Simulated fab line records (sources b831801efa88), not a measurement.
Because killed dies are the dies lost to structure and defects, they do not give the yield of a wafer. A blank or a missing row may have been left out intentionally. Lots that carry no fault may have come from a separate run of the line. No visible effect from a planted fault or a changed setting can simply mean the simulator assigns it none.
2 desks, one fault | flow sky130 | what lay behind the numbers comes last; until then each desk has only its own

## DESK OF THE TOOL OWNER: rie-diel-02
The tool's own readings at SKY_LI_CONTACT_ETCH_15 (etches PSG in C4F8/O2/Ar, stops on Si, target depth 600 nm): means of the sampled wafers that have a number, for each lot that ran on this tool. The brackets show how far a lot's mean lies from the usual mean; more than 4 standard deviations puts the lot out of limits, marked OUT.
Columns: A = bias-w at SKY_LI_CONTACT_ETCH_15, usual 1200 W; B = oes-product-au at SKY_LI_CONTACT_ETCH_15, usual 0.837 a.u.
lot  | first seen here | A              | B
L325 | day 30 00:06    | 1202           | 0.836
L327 | day 30 14:26    | 1199           | 0.837
L328 | day 30 17:32    | 1201           | 0.837
L331 | day 31 21:41    | 1073 (-42) OUT | 0.836
L334 | day 32 19:23    | 1072 (-43) OUT | 0.838
L346 | day 36 22:11    | 1199           | 0.837
This desk finds L331, L334 out of limits, L331 being first, at day 31 21:41 (bias-w at SKY_LI_CONTACT_ETCH_15). L325, L327, L328, L346: within limits.

## FROM THE METROLOGY DESK
Lot by lot, what the gauges showed, no matter which tool ran the lot: averages of those sampled wafers that carry a number. The brackets show how far a lot's mean lies from the usual mean; more than 4 standard deviations puts the lot out of limits, marked OUT.
Columns: A = SD_N_RS at SKY_SD_N_RS_MEAS_16, usual 68.57 ohm/sq; B = CONTACT_CVD_00_THK at SKY_CONTACT_THK_MEAS_01, usual 74.9 nm
lot  | first seen here | A     | B
L323 | day 27 21:52    | 68.54 | 75.8
L325 | day 28 19:05    | 68.53 | 74.4
L327 | day 29 08:44    | 68.56 | 75.7
L328 | day 29 12:06    | 68.53 | 75.8
L331 | day 30 16:38    | 68.57 | 75.2
L334 | day 31 15:00    | 68.70 | 74.7
L335 | day 32 03:50    | 68.50 | 75.5
L341 | day 34 05:08    | 68.48 | 73.5
L342 | day 34 09:42    | 68.54 | 74.6
L343 | day 34 16:52    | 68.65 | 74.4
L345 | day 35 07:51    | 68.61 | 75.1
L346 | day 35 19:32    | 68.46 | 74.9
Finding of this desk: none of the 12 lots has anything out of limits.

## PUT TOGETHER
The tool owner's desk could have raised an alarm at day 31 21:41, on L331, L334.
Metrology desk: nothing out of limits seen.
The metrology desk has L331, L334 on record, within its limits.
The lots listed all ran SKY_LI_CONTACT_ETCH_15 on rie-diel-02.

## WHAT THE SIMULATOR PUT IN
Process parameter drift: rie-diel-02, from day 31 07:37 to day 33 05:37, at SKY_LI_CONTACT_ETCH_15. A move of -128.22 in setting bias-w, from 1200. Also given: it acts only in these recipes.
Shown lots that were struck: L331, L334.
Hours from the fault's start to each desk's first reading out of limits: the tool owner's desk, 14.
